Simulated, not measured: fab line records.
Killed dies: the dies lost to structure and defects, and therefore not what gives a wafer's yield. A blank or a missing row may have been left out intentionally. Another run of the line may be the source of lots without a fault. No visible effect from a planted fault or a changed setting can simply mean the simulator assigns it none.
Matching of chambers || flow sfqLine || SFQ_TRILAYER_I5_BARC_OPEN_VIA_ETCH_200 on rieDiel-03 has 4 sister chambers
The step etches BARC in O2, target depth 125 nm, time 41.7 s. 14 wafers are shown with their chamber, then 7 later ones without.

WAFERS PAIRED WITH THEIR CHAMBERS
{"wafer": "L781.1", "chamber": 2, "oesProductAu (a.u.)": 0.687}
{"wafer": "L781.2", "chamber": 3, "oesProductAu (a.u.)": 0.682}
{"wafer": "L781.6", "chamber": 2, "oesProductAu (a.u.)": 0.688}
{"wafer": "L782.1", "chamber": 2, "oesProductAu (a.u.)": 0.688}
{"wafer": "L782.3", "chamber": 0, "oesProductAu (a.u.)": 0.697}
{"wafer": "L782.5", "chamber": 2, "oesProductAu (a.u.)": 0.683}
{"wafer": "L791.2", "chamber": 2, "oesProductAu (a.u.)": 0.685}
{"wafer": "L791.4", "chamber": 2, "oesProductAu (a.u.)": 0.677}
{"wafer": "L791.6", "chamber": 3, "oesProductAu (a.u.)": 0.679}
{"wafer": "L792.1", "chamber": 3, "oesProductAu (a.u.)": 0.682}
{"wafer": "L792.5", "chamber": 1, "oesProductAu (a.u.)": 0.685}
{"wafer": "L792.6", "chamber": 2, "oesProductAu (a.u.)": 0.684}
{"wafer": "L795.3", "chamber": 3, "oesProductAu (a.u.)": 0.684}
{"wafer": "L795.5", "chamber": 3, "oesProductAu (a.u.)": 0.701}

SIGNATURES (averages over the wafers above)
{"reading": "oesProductAu", "chamber 0": 0.69700, "chamber 1": 0.68500, "chamber 2": 0.68457, "chamber 3": 0.68560, "scatter within a chamber": 0.00632}
Rule: distance of a wafer from a chamber = root of the sum over the readings of ((wafer's reading minus chamber's mean) / reading's scatter) squared. The wafer belongs to the nearest chamber; if the next one is less than 2 further off, it can't be placed. The scatter: the root of (the sum of the squares of (reading less its chamber's mean) over the shown wafers, divided by (wafers less chambers)).

WAFERS WITHOUT THEIR CHAMBER
{"wafer": "L795.6", "oesProductAu (a.u.)": 0.689}
{"wafer": "L800.4", "oesProductAu (a.u.)": 0.681}
{"wafer": "L800.5", "oesProductAu (a.u.)": 0.681}
{"wafer": "L800.6", "oesProductAu (a.u.)": 0.687}
{"wafer": "L801.2", "oesProductAu (a.u.)": 0.693}
{"wafer": "L801.5", "oesProductAu (a.u.)": 0.679}
{"wafer": "L801.6", "oesProductAu (a.u.)": 0.685}

CHAMBER TAKEN BY EACH
{"wafer": "L795.6", "from the rows above": "can't be placed: 3 or 1 or 2 or 0", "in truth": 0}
{"wafer": "L800.4", "from the rows above": "can't be placed: 2 or 1 or 3 or 0", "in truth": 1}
{"wafer": "L800.5", "from the rows above": "can't be placed: 2 or 1 or 3 or 0", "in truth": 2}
{"wafer": "L800.6", "from the rows above": "can't be placed: 3 or 1 or 2 or 0", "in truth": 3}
{"wafer": "L801.2", "from the rows above": "can't be placed: 0 or 3 or 1 or 2", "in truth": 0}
{"wafer": "L801.5", "from the rows above": "can't be placed: 2 or 1 or 3 or 0", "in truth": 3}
{"wafer": "L801.6", "from the rows above": "can't be placed: 1 or 2 or 3 or 0", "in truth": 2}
Placed correctly: 0 of 7. From these rows, 7 cannot be placed; in 7 the true chamber is one of the candidates. 0 placed wrongly.
